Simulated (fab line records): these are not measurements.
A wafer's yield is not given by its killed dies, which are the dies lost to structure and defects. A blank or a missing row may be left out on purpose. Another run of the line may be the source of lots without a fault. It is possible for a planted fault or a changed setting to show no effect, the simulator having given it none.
A sampling plan put to the test -- flow sfq-line -- 51 faults told of in these records, all on one fab line, each judged by the records of the lots it struck
The plan consists of the line's own looks: route steps at which the wafer is read by a gauge or an inspection but not changed. A look can be judged if struck wafers have a number there and the file gives its usual mean and standard deviation on fault-free wafers. Caught: the struck wafers' mean, at a look after the fault's first step, is 4 or more of those standard deviations (sigma) away from the usual mean. On the tool: the fault's steps, tested the same way using the tool's own readings. Also counted as caught: the struck wafers showing another recipe, or a record that is empty for them alone.

THE FAULTS, as the simulator had put them in
1. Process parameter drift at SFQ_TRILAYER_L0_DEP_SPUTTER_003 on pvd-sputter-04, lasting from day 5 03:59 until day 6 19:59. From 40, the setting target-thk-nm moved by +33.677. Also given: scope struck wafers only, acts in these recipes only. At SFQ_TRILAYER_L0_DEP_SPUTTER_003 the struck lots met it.
2. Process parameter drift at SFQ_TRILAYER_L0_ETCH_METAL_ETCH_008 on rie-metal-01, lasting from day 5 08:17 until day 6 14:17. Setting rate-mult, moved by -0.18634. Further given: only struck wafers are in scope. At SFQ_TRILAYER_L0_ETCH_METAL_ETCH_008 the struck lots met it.
3. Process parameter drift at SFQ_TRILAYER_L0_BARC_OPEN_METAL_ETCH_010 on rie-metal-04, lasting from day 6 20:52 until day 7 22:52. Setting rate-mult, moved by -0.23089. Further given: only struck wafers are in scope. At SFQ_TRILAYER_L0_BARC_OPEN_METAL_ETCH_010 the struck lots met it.
4. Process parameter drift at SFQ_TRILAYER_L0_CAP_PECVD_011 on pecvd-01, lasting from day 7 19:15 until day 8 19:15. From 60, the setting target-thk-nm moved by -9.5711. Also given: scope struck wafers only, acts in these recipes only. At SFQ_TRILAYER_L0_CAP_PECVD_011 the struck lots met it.
5. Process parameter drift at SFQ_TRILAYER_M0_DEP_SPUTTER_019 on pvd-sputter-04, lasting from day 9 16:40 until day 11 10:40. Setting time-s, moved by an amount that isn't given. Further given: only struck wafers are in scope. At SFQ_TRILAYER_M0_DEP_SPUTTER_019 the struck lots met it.
6. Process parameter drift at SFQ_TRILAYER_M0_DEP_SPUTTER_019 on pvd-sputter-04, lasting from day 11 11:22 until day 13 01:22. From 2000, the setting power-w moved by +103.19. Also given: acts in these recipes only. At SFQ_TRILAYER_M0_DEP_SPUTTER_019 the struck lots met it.
7. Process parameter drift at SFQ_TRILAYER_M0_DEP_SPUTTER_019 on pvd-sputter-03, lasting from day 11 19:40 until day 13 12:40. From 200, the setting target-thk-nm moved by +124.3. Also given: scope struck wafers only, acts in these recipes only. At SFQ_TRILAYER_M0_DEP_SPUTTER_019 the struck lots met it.
8. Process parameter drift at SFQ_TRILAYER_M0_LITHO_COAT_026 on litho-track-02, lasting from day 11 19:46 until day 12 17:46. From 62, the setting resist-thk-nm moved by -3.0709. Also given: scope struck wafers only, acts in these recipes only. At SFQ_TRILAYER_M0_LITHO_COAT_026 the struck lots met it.
9. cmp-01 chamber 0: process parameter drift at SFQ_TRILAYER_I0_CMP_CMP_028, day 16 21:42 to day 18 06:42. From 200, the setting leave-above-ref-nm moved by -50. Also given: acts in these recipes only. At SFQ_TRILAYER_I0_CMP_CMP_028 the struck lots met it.
10. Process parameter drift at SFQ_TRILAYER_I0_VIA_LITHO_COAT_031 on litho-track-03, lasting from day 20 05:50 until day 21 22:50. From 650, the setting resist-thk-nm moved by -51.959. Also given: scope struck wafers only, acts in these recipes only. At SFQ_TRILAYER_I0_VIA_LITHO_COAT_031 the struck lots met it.
11. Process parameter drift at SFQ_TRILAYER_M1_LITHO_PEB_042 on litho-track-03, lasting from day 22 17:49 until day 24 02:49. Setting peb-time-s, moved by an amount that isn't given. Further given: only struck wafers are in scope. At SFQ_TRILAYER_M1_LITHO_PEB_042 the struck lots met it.
12. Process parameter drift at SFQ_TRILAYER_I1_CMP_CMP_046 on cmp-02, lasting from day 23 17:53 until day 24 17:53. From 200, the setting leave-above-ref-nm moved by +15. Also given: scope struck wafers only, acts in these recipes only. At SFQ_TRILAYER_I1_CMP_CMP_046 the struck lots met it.
13. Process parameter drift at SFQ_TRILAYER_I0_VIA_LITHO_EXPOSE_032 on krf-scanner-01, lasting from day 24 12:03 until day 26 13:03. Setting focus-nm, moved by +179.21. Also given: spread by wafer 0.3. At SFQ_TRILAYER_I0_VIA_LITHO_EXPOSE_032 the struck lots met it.
14. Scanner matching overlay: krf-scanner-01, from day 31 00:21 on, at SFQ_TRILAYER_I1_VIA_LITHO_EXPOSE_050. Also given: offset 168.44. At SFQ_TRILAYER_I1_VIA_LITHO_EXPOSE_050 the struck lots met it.
15. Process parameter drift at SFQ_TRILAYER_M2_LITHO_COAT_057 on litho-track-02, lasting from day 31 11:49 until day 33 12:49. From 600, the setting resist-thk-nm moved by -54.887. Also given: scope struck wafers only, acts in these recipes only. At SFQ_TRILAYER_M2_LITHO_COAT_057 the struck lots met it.
16. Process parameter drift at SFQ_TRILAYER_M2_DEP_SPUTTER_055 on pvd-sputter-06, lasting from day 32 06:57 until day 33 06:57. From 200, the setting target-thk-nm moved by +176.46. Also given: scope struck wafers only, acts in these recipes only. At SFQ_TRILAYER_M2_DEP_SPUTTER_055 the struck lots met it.
17. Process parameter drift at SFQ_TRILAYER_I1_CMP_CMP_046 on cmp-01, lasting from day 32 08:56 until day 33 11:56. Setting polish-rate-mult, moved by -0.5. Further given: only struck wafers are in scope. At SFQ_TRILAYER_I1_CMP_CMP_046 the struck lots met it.
18. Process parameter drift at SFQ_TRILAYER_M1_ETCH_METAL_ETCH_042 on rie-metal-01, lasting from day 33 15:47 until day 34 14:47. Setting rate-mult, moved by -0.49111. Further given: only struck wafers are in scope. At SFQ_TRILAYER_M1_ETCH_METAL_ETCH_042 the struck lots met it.
19. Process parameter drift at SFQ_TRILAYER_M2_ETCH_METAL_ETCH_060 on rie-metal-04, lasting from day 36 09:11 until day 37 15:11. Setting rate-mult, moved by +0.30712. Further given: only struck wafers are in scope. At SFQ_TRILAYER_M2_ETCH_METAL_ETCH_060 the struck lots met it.
20. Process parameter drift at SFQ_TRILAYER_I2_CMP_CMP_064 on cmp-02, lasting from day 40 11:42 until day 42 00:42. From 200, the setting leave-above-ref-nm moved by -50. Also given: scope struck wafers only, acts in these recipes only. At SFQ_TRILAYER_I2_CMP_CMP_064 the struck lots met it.
21. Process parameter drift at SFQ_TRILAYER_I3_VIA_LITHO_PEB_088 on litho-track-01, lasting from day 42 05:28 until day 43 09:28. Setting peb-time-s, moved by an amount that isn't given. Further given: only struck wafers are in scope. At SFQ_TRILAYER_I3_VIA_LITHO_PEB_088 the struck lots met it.
22. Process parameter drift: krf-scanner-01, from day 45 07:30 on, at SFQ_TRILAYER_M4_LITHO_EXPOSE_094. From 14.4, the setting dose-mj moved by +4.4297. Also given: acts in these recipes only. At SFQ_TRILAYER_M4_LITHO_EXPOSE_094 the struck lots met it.
23. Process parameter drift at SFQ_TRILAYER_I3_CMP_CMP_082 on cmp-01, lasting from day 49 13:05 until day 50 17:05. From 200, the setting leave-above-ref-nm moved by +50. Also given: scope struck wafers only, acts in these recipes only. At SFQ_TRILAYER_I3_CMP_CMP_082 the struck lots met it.
24. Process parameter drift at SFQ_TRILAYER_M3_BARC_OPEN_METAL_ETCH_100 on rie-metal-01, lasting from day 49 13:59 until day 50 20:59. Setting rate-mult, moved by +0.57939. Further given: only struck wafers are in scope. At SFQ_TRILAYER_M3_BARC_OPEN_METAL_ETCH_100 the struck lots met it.
25. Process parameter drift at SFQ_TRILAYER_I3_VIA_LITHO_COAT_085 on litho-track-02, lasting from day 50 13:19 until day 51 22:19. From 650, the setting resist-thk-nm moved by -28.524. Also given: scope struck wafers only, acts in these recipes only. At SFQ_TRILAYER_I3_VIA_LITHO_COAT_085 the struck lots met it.
26. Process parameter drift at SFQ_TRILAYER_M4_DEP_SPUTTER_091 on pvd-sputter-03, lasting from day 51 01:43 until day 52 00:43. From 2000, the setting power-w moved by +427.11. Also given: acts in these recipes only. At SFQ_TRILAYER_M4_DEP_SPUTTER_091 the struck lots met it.
27. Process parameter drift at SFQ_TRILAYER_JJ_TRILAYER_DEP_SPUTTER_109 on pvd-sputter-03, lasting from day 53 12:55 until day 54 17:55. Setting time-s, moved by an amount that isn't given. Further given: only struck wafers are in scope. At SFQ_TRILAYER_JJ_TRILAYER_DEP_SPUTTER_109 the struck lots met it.
28. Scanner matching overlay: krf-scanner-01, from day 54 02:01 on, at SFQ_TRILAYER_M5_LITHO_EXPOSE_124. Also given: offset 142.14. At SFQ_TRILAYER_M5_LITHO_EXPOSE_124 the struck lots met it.
29. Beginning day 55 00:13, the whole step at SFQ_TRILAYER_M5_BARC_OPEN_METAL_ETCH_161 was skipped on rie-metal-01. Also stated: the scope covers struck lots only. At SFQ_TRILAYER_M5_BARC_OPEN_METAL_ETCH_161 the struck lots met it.
30. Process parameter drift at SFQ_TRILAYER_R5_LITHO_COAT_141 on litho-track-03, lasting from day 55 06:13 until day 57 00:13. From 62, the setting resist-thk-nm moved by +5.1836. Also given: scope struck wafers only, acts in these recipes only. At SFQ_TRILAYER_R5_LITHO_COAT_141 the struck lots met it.
31. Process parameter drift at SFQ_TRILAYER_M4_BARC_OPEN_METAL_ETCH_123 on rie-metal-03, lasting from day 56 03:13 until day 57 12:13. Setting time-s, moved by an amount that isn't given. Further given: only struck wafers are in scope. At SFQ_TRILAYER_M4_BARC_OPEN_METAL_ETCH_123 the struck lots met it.
32. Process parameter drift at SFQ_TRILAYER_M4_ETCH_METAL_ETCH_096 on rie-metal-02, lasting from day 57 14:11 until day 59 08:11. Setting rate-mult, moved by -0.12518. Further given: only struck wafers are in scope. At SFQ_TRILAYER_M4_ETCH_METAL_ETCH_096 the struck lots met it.
33. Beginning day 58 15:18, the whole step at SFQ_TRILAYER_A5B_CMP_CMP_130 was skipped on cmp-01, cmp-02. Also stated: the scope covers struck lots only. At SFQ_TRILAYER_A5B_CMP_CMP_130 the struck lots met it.
34. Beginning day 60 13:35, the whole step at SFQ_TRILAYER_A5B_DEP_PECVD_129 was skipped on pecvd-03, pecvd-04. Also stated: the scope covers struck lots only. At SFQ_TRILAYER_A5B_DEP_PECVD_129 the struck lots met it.
35. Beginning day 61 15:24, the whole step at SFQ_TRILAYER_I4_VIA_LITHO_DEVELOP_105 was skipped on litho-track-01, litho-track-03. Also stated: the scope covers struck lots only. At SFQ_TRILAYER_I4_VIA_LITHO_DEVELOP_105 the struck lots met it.
36. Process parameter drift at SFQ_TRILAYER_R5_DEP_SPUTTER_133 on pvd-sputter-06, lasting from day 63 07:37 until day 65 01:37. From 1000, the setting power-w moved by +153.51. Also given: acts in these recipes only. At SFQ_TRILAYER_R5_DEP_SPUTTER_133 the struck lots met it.
37. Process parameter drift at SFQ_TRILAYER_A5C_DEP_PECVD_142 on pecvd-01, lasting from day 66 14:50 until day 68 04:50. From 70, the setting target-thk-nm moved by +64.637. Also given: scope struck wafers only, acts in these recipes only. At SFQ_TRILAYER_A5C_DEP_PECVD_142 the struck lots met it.
38. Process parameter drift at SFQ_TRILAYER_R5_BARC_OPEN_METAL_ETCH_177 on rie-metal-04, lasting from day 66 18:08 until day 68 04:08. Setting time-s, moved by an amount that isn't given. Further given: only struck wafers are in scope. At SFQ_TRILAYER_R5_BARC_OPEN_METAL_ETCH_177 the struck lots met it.
39. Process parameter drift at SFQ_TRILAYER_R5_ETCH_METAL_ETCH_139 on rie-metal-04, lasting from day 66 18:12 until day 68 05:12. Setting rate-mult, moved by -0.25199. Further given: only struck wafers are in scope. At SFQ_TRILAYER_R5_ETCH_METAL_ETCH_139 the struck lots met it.
40. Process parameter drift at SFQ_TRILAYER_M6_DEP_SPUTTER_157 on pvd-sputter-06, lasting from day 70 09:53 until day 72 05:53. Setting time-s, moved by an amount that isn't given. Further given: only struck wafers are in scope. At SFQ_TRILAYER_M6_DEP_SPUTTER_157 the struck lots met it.
41. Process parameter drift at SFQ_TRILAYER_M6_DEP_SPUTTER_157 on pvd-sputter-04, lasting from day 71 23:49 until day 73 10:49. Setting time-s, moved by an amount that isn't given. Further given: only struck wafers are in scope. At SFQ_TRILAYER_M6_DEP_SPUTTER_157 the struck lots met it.
42. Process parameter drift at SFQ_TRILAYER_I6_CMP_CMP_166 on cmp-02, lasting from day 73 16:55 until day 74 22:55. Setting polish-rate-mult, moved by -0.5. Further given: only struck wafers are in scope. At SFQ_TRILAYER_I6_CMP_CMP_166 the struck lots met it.
43. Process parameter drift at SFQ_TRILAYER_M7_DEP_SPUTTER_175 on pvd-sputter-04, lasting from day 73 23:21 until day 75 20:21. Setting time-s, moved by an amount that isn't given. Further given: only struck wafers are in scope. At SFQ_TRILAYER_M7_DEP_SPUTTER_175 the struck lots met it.
44. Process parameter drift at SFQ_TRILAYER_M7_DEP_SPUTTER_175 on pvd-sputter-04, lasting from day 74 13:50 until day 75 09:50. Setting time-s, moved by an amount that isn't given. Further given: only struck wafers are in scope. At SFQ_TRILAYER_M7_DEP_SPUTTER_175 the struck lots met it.
45. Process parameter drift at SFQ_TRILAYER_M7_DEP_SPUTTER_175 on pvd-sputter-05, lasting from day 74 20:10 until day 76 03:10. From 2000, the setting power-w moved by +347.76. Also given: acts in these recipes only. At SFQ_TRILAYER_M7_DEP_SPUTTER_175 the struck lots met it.
46. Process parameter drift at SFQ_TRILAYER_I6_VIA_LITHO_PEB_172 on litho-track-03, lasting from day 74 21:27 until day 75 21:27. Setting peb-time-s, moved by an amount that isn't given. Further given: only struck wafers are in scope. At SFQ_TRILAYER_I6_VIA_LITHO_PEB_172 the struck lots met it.
47. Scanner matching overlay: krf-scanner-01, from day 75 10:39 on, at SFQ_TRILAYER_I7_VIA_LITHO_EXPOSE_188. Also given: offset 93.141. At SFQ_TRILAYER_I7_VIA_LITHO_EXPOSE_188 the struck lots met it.
48. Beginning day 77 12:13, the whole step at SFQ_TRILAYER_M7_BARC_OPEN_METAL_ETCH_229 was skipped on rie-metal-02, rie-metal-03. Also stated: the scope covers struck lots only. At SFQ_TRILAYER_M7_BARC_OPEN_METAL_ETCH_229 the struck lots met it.
49. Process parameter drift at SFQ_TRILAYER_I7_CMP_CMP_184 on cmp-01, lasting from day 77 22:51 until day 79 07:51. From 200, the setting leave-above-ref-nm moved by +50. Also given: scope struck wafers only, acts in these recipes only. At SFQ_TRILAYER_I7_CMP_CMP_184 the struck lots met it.
50. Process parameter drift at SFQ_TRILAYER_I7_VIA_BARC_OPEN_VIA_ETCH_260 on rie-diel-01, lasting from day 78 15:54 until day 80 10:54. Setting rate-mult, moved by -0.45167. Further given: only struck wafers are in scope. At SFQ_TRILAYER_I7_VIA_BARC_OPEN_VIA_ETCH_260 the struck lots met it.
51. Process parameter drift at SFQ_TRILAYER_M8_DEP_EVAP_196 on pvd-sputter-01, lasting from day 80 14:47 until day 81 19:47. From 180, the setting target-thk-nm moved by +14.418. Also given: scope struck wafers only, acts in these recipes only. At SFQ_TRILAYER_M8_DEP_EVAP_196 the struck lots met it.

WHAT THE PLAN SAW
fault,on the tool itself,first look that catches it,"reading, sigma",median hours from its first step to that look,hours from the fault's start to the first struck lot there,judged looks passed uncaught
1,under 2 sigma,SFQ_L0_RS_MEAS_901,L0_MONX_KI_RS -44,0.1,3,0
2,under 2 sigma,no look after it can be judged,-,-,-,0
3,under 2 sigma,no look after it can be judged,-,-,-,0
4,under 2 sigma,not the one look that can be judged after it,-,-,-,1
5,under 2 sigma,SFQ_M0_RS_MEAS_904,M0_NB_RS +19,0.1,9,0
6,cathode-dc-power-W +99 or beyond sigma,none of the 2 looks that can be judged after it,"strongest: M0_NB_RS at SFQ_M0_RS_MEAS_904, -3.7",-,-,2
7,under 2 sigma,SFQ_M0_RS_MEAS_904,M0_NB_RS -37,0.1,10,0
8,under 2 sigma,no look after it can be judged,-,-,-,0
9,only faintly: time-to-endpoint-s +3.7 sigma,no look after it can be judged,-,-,-,0
10,no reading that can be judged,not the one look that can be judged after it,-,-,-,1
11,under 2 sigma,not the one look that can be judged after it,-,-,-,1
12,under 2 sigma,no look after it can be judged,-,-,-,0
13,no reading that can be judged,not the one look that can be judged after it,-,-,-,1
14,under 2 sigma,SFQ_I1_OVL_MEAS_913,I1_OVL +30,1.2,5,0
15,no reading that can be judged,not the one look that can be judged after it,-,-,-,1
16,under 2 sigma,SFQ_M2_RS_MEAS_914,M2_NB_RS -50,0.1,2,0
17,time-to-endpoint-s +6.0 sigma,not the one look that can be judged after it,-,-,-,1
18,oes-product-au -28 sigma,none of the 5 looks that can be judged after it,-,-,-,5
19,under 2 sigma,no look after it can be judged,-,-,-,0
20,only faintly: time-to-endpoint-s +3.4 sigma,no look after it can be judged,-,-,-,0
21,no reading that can be judged,not the one look that can be judged after it,-,-,-,1
22,exposure-dose-mJ-cm2 +99 or beyond sigma,none of the 5 looks that can be judged after it,-,-,-,5
23,time-to-endpoint-s -4.1 sigma,not the one look that can be judged after it,-,-,-,1
24,under 2 sigma,no look after it can be judged,-,-,-,0
25,no reading that can be judged,not the one look that can be judged after it,-,-,-,1
26,cathode-dc-power-W +99 or beyond sigma,SFQ_M4_RS_MEAS_924,M4_NB_RS -15,0.1,13,0
27,under 2 sigma,not the one look that can be judged after it,-,-,-,1
28,under 2 sigma,SFQ_M5_OVL_MEAS_932,M5_OVL +25,1.5,41,0
29,the tool's record is blank for the struck wafers,no look after it can be judged,-,-,-,0
30,under 2 sigma,no look after it can be judged,-,-,-,0
31,oes-product-au +43 sigma,no look after it can be judged,-,-,-,0
32,under 2 sigma,no look after it can be judged,-,-,-,0
33,the tool's record is blank for the struck wafers,no look after it can be judged,-,-,-,0
34,the tool's record is blank for the struck wafers,none of the 5 looks that can be judged after it,-,-,-,5
35,no reading that can be judged,no look after it can be judged,-,-,-,0
36,cathode-dc-power-W +99 or beyond sigma,SFQ_R5_RS_MEAS_933,R5_MONX_RS -11,0.1,2,0
37,under 2 sigma,no look after it can be judged,-,-,-,0
38,oes-product-au -4.0 sigma,no look after it can be judged,-,-,-,0
39,oes-product-au -18 sigma,none of the 4 looks that can be judged after it,-,-,-,4
40,under 2 sigma,SFQ_M6_RS_MEAS_938,M6_NB_RS -24,0.1,26,0
41,under 2 sigma,SFQ_M6_RS_MEAS_938,M6_NB_RS -7.3,0.1,4,0
42,time-to-endpoint-s +7.0 sigma,no look after it can be judged,-,-,-,0
43,under 2 sigma,SFQ_M7_RS_MEAS_943,M7_NB_RS -6.5,0.1,6,0
44,under 2 sigma,SFQ_M7_RS_MEAS_943,M7_NB_RS -10,0.1,2,0
45,cathode-dc-power-W +99 or beyond sigma,SFQ_M7_RS_MEAS_943,M7_NB_RS -9.9,0.1,6,0
46,no reading that can be judged,not the one look that can be judged after it,-,-,-,1
47,under 2 sigma,SFQ_I7_OVL_MEAS_947,I7_OVL +21,1.3,0,0
48,the tool's record is blank for the struck wafers,no look after it can be judged,-,-,-,0
49,time-to-endpoint-s -4.1 sigma,no look after it can be judged,-,-,-,0
50,under 2 sigma,no look after it can be judged,-,-,-,0
51,no reading that can be judged,SFQ_M8_RS_MEAS_949,M8_AU_RS -8.0,0.5,2,0
Dash: fault not caught, or number not given in these records.

Caught at a look: 15 of 51. Caught on the tool: 17 of 51. By one or the other: 29 of 51.
On the tool alone, faults 6, 17, 18, 22, 23, 29, 31, 33, 34, 38, 39, 42, 48, 49 were caught.
Caught at a look alone: faults 1, 5, 7, 14, 16, 28, 40, 41, 43, 44, 47, 51.
Caught by neither: faults 2, 3, 4, 8, 9, 10, 11, 12, 13, 15, 19, 20, 21, 24, 25, 27, 30, 32, 35, 37, 46, 50.

THINNER SAMPLING
If the look that catches a fault measured only every second or every third lot, by lot number, the first struck lot would be measured this late in the worst case:
fault,"struck lots at that look, in order of time",every lot,every second lot,every third lot
1,L762,3 h,may miss it,may miss it
5,"L612, L614, L616",9 h,may miss all 3,37 h
7,"L657, L658, L659",10 h,18 h,23 h
14,"L145, L146, L147, L153",5 h,15 h,23 h
16,"L881, L882",2 h,20 h,may miss all 2
26,"L923, L925",13 h,may miss all 2,may miss all 2
28,"L894, L895",41 h,42 h,may miss all 2
36,"L996, L100",2 h,may miss all 2,may miss all 2
40,"L679, L682",26 h,37 h,may miss all 2
41,"L166, L168",4 h,may miss all 2,may miss all 2
43,"L782, L783",6 h,13 h,may miss all 2
44,"L313, L316",2 h,15 h,may miss all 2
45,"L551, L553",6 h,may miss all 2,may miss all 2
47,"L670, L671, L672",0 h,3 h,49 h
51,"L946, L948",2 h,may miss all 2,may miss all 2
Hours are from the fault's start to the first struck lot that is measured. The test against the limit of 4 sigma pooled every struck wafer, which means one lot taken alone may stay below that limit. Other struck lots may not be in these records.

THE LONGEST TIMED WAY FROM STEP TO LOOK
Fault 28: a median of 1.5 hours passes between SFQ_TRILAYER_M5_LITHO_EXPOSE_124 and SFQ_M5_OVL_MEAS_932. No look between them can be judged.
